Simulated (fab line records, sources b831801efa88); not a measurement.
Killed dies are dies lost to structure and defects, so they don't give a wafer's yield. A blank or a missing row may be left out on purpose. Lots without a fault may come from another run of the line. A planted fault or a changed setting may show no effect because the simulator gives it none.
Which tool did it? | flow gf180mcu | 15 lots, 45 wafers sampled, at 6 steps of a route of 602

WHAT THE GAUGES READ, wafer by wafer
GF_VT_IMPLANT_OVL_MEAS_29. Usual: VT_IMPLANT_02_OVL 0.7 nm, standard deviation 1.3.
lot  | measured     | on         | VT_IMPLANT_02_OVL (nm) | flag
L499 | day 7 08:36  | overlay-01 | 1.9 1.4 1.8            |
L500 | day 7 17:04  | overlay-01 | 3.4 0.9 2.6            |
L501 | day 7 17:42  | overlay-02 | -0.4 0.8 -1.3          |
L502 | day 7 21:23  | overlay-02 | -0.3 0.8 0.2           |
L505 | day 8 14:13  | overlay-02 | -0.3 1.5 1.7           |
L506 | day 8 20:49  | overlay-02 | 1.1 0.6 0.6            |
L507 | day 9 00:10  | overlay-02 | 1.6 0.0 1.2            |
L510 | day 9 20:45  | overlay-02 | 1.8 2.8 2.7            |
L514 | day 10 23:39 | overlay-02 | 2.1 0.4 2.4            |
L515 | day 11 05:20 | overlay-02 | -1.4 0.2 -0.1          |
L517 | day 11 17:55 | overlay-02 | 0.1 0.1 -1.7           |
L518 | day 12 01:56 | overlay-01 | 1.1 0.5 1.0            |
L519 | day 12 06:05 | overlay-02 | 2.0 0.9 1.8            |
L521 | day 12 19:49 | overlay-02 | 1.9 0.2 1.6            |
L522 | day 13 03:03 | overlay-02 | 2.6 3.6 2.1            |

GF_HV_LDD_TW_MEAS_38. Usual: HV_LDD_3_TW 1433, standard deviation 14.
lot  | measured     | on            | HV_LDD_3_TW    | flag
L499 | day 12 01:36 | film_metro-04 | 1440 1442 1437 |
L500 | day 12 11:52 | film_metro-02 | 1413 1404 1413 |
L501 | day 12 12:30 | film_metro-04 | 1442 1445 1439 |
L502 | day 12 19:36 | film_metro-02 | 1414 1415 1409 |
L505 | day 13 15:05 | film_metro-04 | 1313 1320 1312 | OFF
L506 | day 13 20:47 | film_metro-02 | 1289 1290 1301 | OFF
L507 | day 14 04:07 | film_metro-02 | 1292 1287 1295 | OFF
L510 | day 15 07:07 | film_metro-03 | 1438 1436 1436 |
L514 | day 16 15:06 | film_metro-03 | 1446 1442 1446 |
L515 | day 16 18:27 | film_metro-04 | 1440 1444 1443 |
L517 | day 17 08:16 | film_metro-02 | 1426 1418 1418 |
L518 | day 17 19:51 | film_metro-04 | 1447 1453 1456 |
L519 | day 18 03:24 | film_metro-04 | 1445 1448 1446 |
L521 | day 18 16:37 | film_metro-04 | 1443 1444 1437 |
L522 | day 19 02:33 | film_metro-03 | 1444 1443 1447 |

GF_HV_LDD_RS_MEAS_53: measures by four-point-probe. Usual: HV_LDD_RS 418.4 ohm/sq, standard deviation 0.75.
lot  | measured     | on            | HV_LDD_RS (ohm/sq) | flag
L499 | day 12 21:38 | film_metro-02 | 419.2 418.4 418.4  |
L500 | day 13 08:18 | film_metro-02 | 418.4 417.4 417.4  |
L501 | day 13 08:53 | film_metro-02 | 418.8 417.1 418.4  |
L502 | day 13 16:22 | film_metro-03 | 418.2 419.2 419.2  |
L505 | day 14 12:17 | film_metro-02 | 439.0 438.1 439.6  | OFF
L506 | day 14 18:01 | film_metro-03 | 440.4 440.9 440.1  | OFF
L507 | day 15 01:27 | film_metro-03 | 438.9 439.2 439.3  | OFF
L510 | day 16 05:35 | film_metro-02 | 417.7 418.1 418.1  |
L514 | day 17 14:17 | film_metro-02 | 419.2 419.0 420.1  |
L515 | day 17 17:11 | film_metro-02 | 417.7 418.1 417.3  |
L517 | day 18 07:42 | film_metro-02 | 418.7 420.0 419.1  |
L518 | day 18 20:35 | film_metro-03 | 418.5 418.3 418.3  |
L519 | day 19 03:47 | film_metro-03 | 419.7 420.1 418.4  |
L521 | day 19 17:30 | film_metro-04 | 418.6 418.0 418.0  |
L522 | day 20 03:20 | film_metro-03 | 418.9 419.0 418.6  |

GF_M1_RS_MEAS_05: measures by four-point-probe. Usual: M1_ALCU_RS 0.0694 ohm/sq, standard deviation 0.00054.
lot  | measured     | on            | M1_ALCU_RS (ohm/sq)  | flag
L499 | day 16 16:46 | film_metro-02 | 0.0693 0.0691 0.0696 |
L500 | day 17 05:01 | film_metro-01 | 0.0692 0.0691 0.0683 |
L501 | day 17 08:46 | film_metro-02 | 0.0699 0.0699 0.0699 |
L502 | day 17 13:34 | film_metro-01 | 0.0703 0.0707 0.0703 |
L510 | day 20 11:42 | film_metro-04 | 0.0687 0.0686 0.0687 |
L514 | day 21 21:07 | film_metro-04 | 0.0695 0.0699 0.0691 |
L515 | day 22 00:43 | film_metro-01 | 0.0698 0.0691 0.0698 |
L517 | day 22 13:53 | film_metro-02 | 0.0691 0.0692 0.0690 |
L518 | day 23 03:10 | film_metro-02 | 0.0691 0.0693 0.0688 |
L519 | day 23 09:08 | film_metro-04 | 0.0704 0.0698 0.0703 |
L521 | day 23 23:43 | film_metro-01 | 0.0689 0.0686 0.0690 |
L522 | day 24 07:34 | film_metro-04 | 0.0694 0.0699 0.0698 |

GF_M2_THK_MEAS_06: measures by xrf. Usual: M2_ALCU_THK 444 nm, standard deviation 4.7.
lot  | measured     | on            | M2_ALCU_THK (nm) | flag
L499 | day 18 18:11 | film_metro-03 | 439 443 447      |
L500 | day 19 06:43 | film_metro-03 | 445 450 451      |
L501 | day 19 12:17 | film_metro-03 | 447 451 448      |
L502 | day 19 16:27 | film_metro-03 | 436 446 442      |
L510 | day 22 14:34 | film_metro-03 | 451 447 450      |
L514 | day 23 21:21 | film_metro-02 | 444 445 449      |
L515 | day 24 02:26 | film_metro-02 | 445 443 442      |
L517 | day 24 13:53 | film_metro-03 | 438 445 441      |
L518 | day 25 04:05 | film_metro-02 | 443 447 443      |
L519 | day 25 09:11 | film_metro-02 | 443 438 441      |
L521 | day 25 23:09 | film_metro-03 | 445 442 446      |
L522 | day 26 05:44 | film_metro-02 | 442 440 438      |

WHICH TOOL RAN EACH LOT (tool, then ch and the chambers of the sampled wafers, then the start)
lot  | GF_HV_LDD_IMPLANT_35
L499 | implanter-01 ch 0, day 12 01:12
L500 | implanter-01 ch 0, day 12 11:29
L501 | implanter-02 ch 0, day 12 12:06
L502 | implanter-01 ch 0, day 12 19:12
L505 | implanter-02, day 13 14:43
L506 | implanter-02, day 13 20:25
L507 | implanter-04, day 14 03:44
L510 | implanter-02 ch 0, day 15 06:43
L514 | implanter-02 ch 0, day 16 14:42
L515 | implanter-02 ch 0, day 16 18:03
L517 | implanter-02 ch 0, day 17 07:53
L518 | implanter-01 ch 0, day 17 19:27
L519 | implanter-01 ch 0, day 18 03:00
L521 | implanter-01 ch 0, day 18 16:14
L522 | implanter-04 ch 0, day 19 02:09
- GF_HV_LDD_IMPLANT_35

WHAT THE TOOLS THEMSELVES READ (means of the sampled wafers that have a number; where no wafer has one, the mark that the record gives instead)
GF_HV_LDD_IMPLANT_35. Usual: beam_energy_keV 60.004, standard deviation 0.02; beam_on_s 10.01 s, standard deviation 0.19; faraday_current_uA 42.2, standard deviation 0.81; tilt_deg 30.004 degrees, standard deviation 0.02.
lot  | tool         | beam_energy_keV | beam_on_s (s) | faraday_current_uA | tilt_deg (degrees) | flag
L499 | implanter-01 | 60.001          | 10.01         | 42.0               | 29.992             |
L500 | implanter-01 | 59.995          | 9.91          | 42.7               | 30.006             |
L501 | implanter-02 | 59.987          | 9.92          | 42.6               | 30.020             |
L502 | implanter-01 | 60.047          | 9.95          | 42.5               | 30.013             |
L505 | implanter-02 | -               | -             | -                  | -                  | OFF
L506 | implanter-02 | -               | -             | -                  | -                  | OFF
L507 | implanter-04 | -               | -             | -                  | -                  | OFF
L510 | implanter-02 | 60.003          | 9.91          | 42.7               | 30.018             |
L514 | implanter-02 | 60.004          | 9.98          | 42.4               | 29.971             |
L515 | implanter-02 | 60.015          | 10.10         | 41.7               | 30.025             |
L517 | implanter-02 | 60.004          | 9.89          | 42.8               | 30.006             |
L518 | implanter-01 | 60.009          | 9.84          | 43.0               | 29.994             |
L519 | implanter-01 | 59.999          | 9.94          | 42.5               | 29.995             |
L521 | implanter-01 | 60.015          | 10.30         | 41.1               | 30.032             |
L522 | implanter-04 | 59.984          | 10.16         | 41.5               | 29.996             |

THE ANSWER, worked out from the rows above alone
Rule: a lot is off if the mean of its wafers that have a number lies more than 3 standard deviations from the usual mean. A lot without any number at a reading at which 4 lots or more have one is off too. The other lots that the step has rows for count as sound. The gauges are gone through in route order, then the tools' own readings, and for those a lot's mean is taken as printed above. The first step at which some lot is off is used, and at that step the reading that is off furthest; a lot without a number counts as furthest.
Off: L505, L506, L507, at GF_HV_LDD_TW_MEAS_38 (HV_LDD_3_TW).
A tool fits if, at a process step before that reading, it ran every lot that is off, and no sound lot after the first of them. The gauges at GF_HV_LDD_TW_MEAS_38 aren't tried: what is off there is off at GF_HV_LDD_IMPLANT_35 too, on other tools, and a gauge's error can't cause that. None of those tried fits.

WHAT THE SIMULATOR HAD PUT IN
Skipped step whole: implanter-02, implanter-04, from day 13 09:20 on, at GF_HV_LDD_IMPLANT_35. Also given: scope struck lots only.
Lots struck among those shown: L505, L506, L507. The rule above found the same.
